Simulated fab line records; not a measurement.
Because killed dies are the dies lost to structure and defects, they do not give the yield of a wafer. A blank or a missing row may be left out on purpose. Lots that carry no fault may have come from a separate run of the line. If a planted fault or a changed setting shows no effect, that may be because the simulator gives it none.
Chamber matching    flow sky130    SKY_VIA3_ETCH_14 on rie_diel-03: 4 sister chambers
The step etches BARC in N2/H2, stops on SiO2, time 45.9 s, target depth 60 nm. 16 wafers are shown with their chamber, then 8 later ones without.

EACH WAFER AND ITS CHAMBER
wafer   chamber  drypump_motor_current_A (A)  oes_product_au (a.u.)  throttle_valve_pct (%)
L074.1  3        5.8                          0.851                  13.227
L074.3  2        6.2                          0.861                  13.217
L074.4  1        6.5                          0.855                  13.216
L077.1  3        5.8                          0.856                  13.223
L077.5  3        5.9                          0.840                  13.207
L077.6  2        6.2                          0.850                  13.247
L078.2  0        5.1                          0.845                  13.230
L078.3  1        6.4                          0.856                  13.215
L078.5  2        6.2                          0.857                  13.210
L081.1  2        6.2                          0.861                  13.237
L081.3  3        5.8                          0.843                  13.222
L081.4  1        6.5                          0.854                  13.214
L084.2  2        6.2                          0.852                  13.227
L084.4  3        5.8                          0.857                  13.222
L084.5  1        6.4                          0.856                  13.232
L088.3  3        5.8                          0.863                  13.221

SIGNATURES (averages over the wafers above)
reading                  chamber 0  chamber 1  chamber 2  chamber 3  scatter within a chamber
drypump_motor_current_A  5.100      6.450      6.200      5.817      0.0391
oes_product_au           0.84500    0.85525    0.85620    0.85167    0.00641
throttle_valve_pct       13.23000   13.21925   13.22760   13.22033   0.0106
Rule: distance of a wafer from a chamber = root of the sum over the readings of ((wafer's reading minus chamber's mean) / reading's scatter) squared. If the next closest chamber is less than 2 further off than the closest, the wafer can't be placed; otherwise it belongs to the closest. The scatter: take each reading less its chamber's mean, square it, sum over the shown wafers, divide by the number of wafers less the number of chambers, and take the root.

WAFERS WITH NO CHAMBER GIVEN
wafer   drypump_motor_current_A (A)  oes_product_au (a.u.)  throttle_valve_pct (%)
L088.4  5.0                          0.859                  13.240
L088.5  5.8                          0.862                  13.228
L091.1  5.1                          0.864                  13.205
L091.4  5.8                          0.855                  13.245
L091.5  6.5                          0.857                  13.229
L094.1  6.2                          0.854                  13.210
L094.5  6.3                          0.859                  13.205
L094.6  6.5                          0.855                  13.240

EACH ONE'S CHAMBER
wafer   from the rows above      in truth
L088.4  0                        0
L088.5  3                        3
L091.1  0                        0
L091.4  3                        3
L091.5  1                        1
L094.1  2                        2
L094.5  can't be placed: 2 or 1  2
L094.6  1                        1
Correctly placed: 7 of 8. Can't be placed from these rows: 1 (the true chamber is among the candidates in 1). Wrongly placed: 0.
